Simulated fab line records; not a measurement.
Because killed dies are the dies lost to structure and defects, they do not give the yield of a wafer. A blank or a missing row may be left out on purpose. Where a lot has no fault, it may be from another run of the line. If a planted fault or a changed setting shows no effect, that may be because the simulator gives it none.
What tool caused it? / flow sky130 / 13 lots, 39 wafers sampled, at 4 steps of a route of 708

== WHAT THE GAUGES SHOWED, per wafer ==
SKY_VIA4_BOW_MEAS_03.
lot=L905; measured=day 41 19:59; on=film metro-01; VIA4_BOW (um)=73 72 62
lot=L907; measured=day 42 03:49; on=film metro-02; VIA4_BOW (um)=71 58 72
lot=L908; measured=day 42 10:53; on=film metro-01; VIA4_BOW (um)=94 96 93
lot=L911; measured=day 43 09:38; on=film metro-02; VIA4_BOW (um)=82 81 83
lot=L912; measured=day 43 19:44; on=film metro-02; VIA4_BOW (um)=69 53 63
lot=L917; measured=day 45 05:32; on=film metro-03; VIA4_BOW (um)=76 74 77
lot=L918; measured=day 45 08:23; on=film metro-02; VIA4_BOW (um)=80 83 88
lot=L919; measured=day 45 17:50; on=film metro-02; VIA4_BOW (um)=71 80 70
lot=L920; measured=day 45 19:23; on=film metro-02; VIA4_BOW (um)=76 76 76
lot=L921; measured=day 46 05:58; on=film metro-01; VIA4_BOW (um)=63 67 68
lot=L926; measured=day 47 06:23; on=film metro-02; VIA4_BOW (um)=74 85 88
lot=L927; measured=day 47 15:14; on=film metro-02; VIA4_BOW (um)=75 95 75
lot=L928; measured=day 47 20:37; on=film metro-02; VIA4_BOW (um)=72 72 71

SKY_PASSIVATION_THK_MEAS_03.
lot=L905; measured=day 43 20:18; on=film metro-04; PASSIVATION_CVD_02_THK (nm)=532 533 538
lot=L907; measured=day 44 05:07; on=film metro-04; PASSIVATION_CVD_02_THK (nm)=536 535 546
lot=L908; measured=day 44 10:22; on=film metro-04; PASSIVATION_CVD_02_THK (nm)=543 543 540
lot=L911; measured=day 45 08:48; on=film metro-03; PASSIVATION_CVD_02_THK (nm)=538 544 548
lot=L912; measured=day 45 19:32; on=film metro-01; PASSIVATION_CVD_02_THK (nm)=539 540 549
lot=L917; measured=day 47 01:37; on=film metro-01; PASSIVATION_CVD_02_THK (nm)=525 541 534
lot=L918; measured=day 47 04:40; on=film metro-03; PASSIVATION_CVD_02_THK (nm)=528 533 543
lot=L919; measured=day 47 13:47; on=film metro-04; PASSIVATION_CVD_02_THK (nm)=531 538 538
lot=L920; measured=day 47 14:05; on=film metro-01; PASSIVATION_CVD_02_THK (nm)=534 545 541
lot=L921; measured=day 48 00:33; on=film metro-04; PASSIVATION_CVD_02_THK (nm)=534 545 554
lot=L926; measured=day 48 23:18; on=film metro-03; PASSIVATION_CVD_02_THK (nm)=527 538 532
lot=L927; measured=day 49 06:23; on=film metro-04; PASSIVATION_CVD_02_THK (nm)=547 538 549
lot=L928; measured=day 49 12:27; on=film metro-03; PASSIVATION_CVD_02_THK (nm)=533 528 540

== WHICH TOOL RAN EACH LOT (tool, then ch and the chambers of the sampled wafers, then the start) ==
lot=L905; SKY_VIA4_ETCH_12=rie diel-04 ch 1,3, day 42 19:10; SKY_METAL5_SPUTTER_00=pvd sputter-04, day 42 20:38
lot=L907; SKY_VIA4_ETCH_12=rie diel-03 ch 0,1,3, day 43 03:19; SKY_METAL5_SPUTTER_00=pvd sputter-04, day 43 04:44
lot=L908; SKY_VIA4_ETCH_12=rie diel-03 ch 0,1,3, day 43 09:01; SKY_METAL5_SPUTTER_00=pvd sputter-04, day 43 10:44
lot=L911; SKY_VIA4_ETCH_12=rie diel-03 ch 0,3, day 44 08:43; SKY_METAL5_SPUTTER_00=pvd sputter-03, day 44 10:07
lot=L912; SKY_VIA4_ETCH_12=rie diel-03 ch 0,1,3, day 44 17:58; SKY_METAL5_SPUTTER_00=pvd sputter-03, day 44 20:55
lot=L917; SKY_VIA4_ETCH_12=rie diel-04 ch 0,3, day 46 02:37; SKY_METAL5_SPUTTER_00=pvd sputter-04, day 46 03:59
lot=L918; SKY_VIA4_ETCH_12=rie diel-04 ch 0,3, day 46 05:25; SKY_METAL5_SPUTTER_00=pvd sputter-04, day 46 06:52
lot=L919; SKY_VIA4_ETCH_12=rie diel-04 ch 0,1, day 46 14:52; SKY_METAL5_SPUTTER_00=pvd sputter-01, day 46 16:14
lot=L920; SKY_VIA4_ETCH_12=rie diel-01 ch 0,2,3, day 46 15:25; SKY_METAL5_SPUTTER_00=pvd sputter-03, day 46 16:46
lot=L921; SKY_VIA4_ETCH_12=rie diel-04 ch 0,1,2, day 47 02:32; SKY_METAL5_SPUTTER_00=pvd sputter-04, day 47 03:55
lot=L926; SKY_VIA4_ETCH_12=rie diel-01 ch 1,2, day 48 01:43; SKY_METAL5_SPUTTER_00=pvd sputter-04, day 48 03:10
lot=L927; SKY_VIA4_ETCH_12=rie diel-03 ch 0,1,3, day 48 09:43; SKY_METAL5_SPUTTER_00=pvd sputter-04, day 48 11:28
lot=L928; SKY_VIA4_ETCH_12=rie diel-03 ch 0,1,3, day 48 15:46; SKY_METAL5_SPUTTER_00=pvd sputter-01, day 48 17:11
- SKY_VIA4_ETCH_12: etches SiO2 in C4F8/O2/Ar, stops on TiN, target depth 580 nm.
- SKY_METAL5_SPUTTER_00: material Ti, target thk 15 nm, time 10 s.

== WHAT THE TOOLS THEMSELVES READ (means of the sampled wafers that have a number; where no wafer has one, the mark that the record gives instead) ==
SKY_VIA4_ETCH_12.
lot=L905; tool=rie diel-04; oes product au (a.u.)=0.925
lot=L907; tool=rie diel-03; oes product au (a.u.)=0.929
lot=L908; tool=rie diel-03; oes product au (a.u.)=0.923
lot=L911; tool=rie diel-03; oes product au (a.u.)=0.924
lot=L912; tool=rie diel-03; oes product au (a.u.)=0.924
lot=L917; tool=rie diel-04; oes product au (a.u.)=0.926
lot=L918; tool=rie diel-04; oes product au (a.u.)=0.925
lot=L919; tool=rie diel-04; oes product au (a.u.)=0.921
lot=L920; tool=rie diel-01; oes product au (a.u.)=0.924
lot=L921; tool=rie diel-04; oes product au (a.u.)=0.924
lot=L926; tool=rie diel-01; oes product au (a.u.)=0.925
lot=L927; tool=rie diel-03; oes product au (a.u.)=0.926
lot=L928; tool=rie diel-03; oes product au (a.u.)=0.925

SKY_METAL5_SPUTTER_00.
lot=L905; tool=pvd sputter-04; throttle valve pct (%)=29.2
lot=L907; tool=pvd sputter-04; throttle valve pct (%)=29.1
lot=L908; tool=pvd sputter-04; throttle valve pct (%)=29.9
lot=L911; tool=pvd sputter-03; throttle valve pct (%)=30.9
lot=L912; tool=pvd sputter-03; throttle valve pct (%)=30.1
lot=L917; tool=pvd sputter-04; throttle valve pct (%)=30.3
lot=L918; tool=pvd sputter-04; throttle valve pct (%)=29.9
lot=L919; tool=pvd sputter-01; throttle valve pct (%)=30.6
lot=L920; tool=pvd sputter-03; throttle valve pct (%)=29.7
lot=L921; tool=pvd sputter-04; throttle valve pct (%)=30.5
lot=L926; tool=pvd sputter-04; throttle valve pct (%)=29.9
lot=L927; tool=pvd sputter-04; throttle valve pct (%)=29.8
lot=L928; tool=pvd sputter-01; throttle valve pct (%)=31.2

== THE ANSWER, worked out from the rows above alone ==
Rule: usual is defined by the lots themselves. Put in order of their means at a reading, lots are off if they are a third of the lots or fewer, leave a main group of 4 or more, and stand apart from it by a gap of 3 or more times the standard deviation of the main group's means; of several such gaps the widest counts. Not used: any main group whose means are identical at the precision the tables above print for the reading. A lot without any number at a reading at which 4 lots or more have one is off too. The other lots that the step has rows for count as sound. First the gauges in route order, then the tools' own readings, where a lot's mean is used as printed above. At the first step where some lot is off, the reading lying furthest off is the one used; lots without a number count as furthest.
Nothing can be told from this: no lot is off at any reading shown.

== WHAT THE SIMULATOR PUT IN ==
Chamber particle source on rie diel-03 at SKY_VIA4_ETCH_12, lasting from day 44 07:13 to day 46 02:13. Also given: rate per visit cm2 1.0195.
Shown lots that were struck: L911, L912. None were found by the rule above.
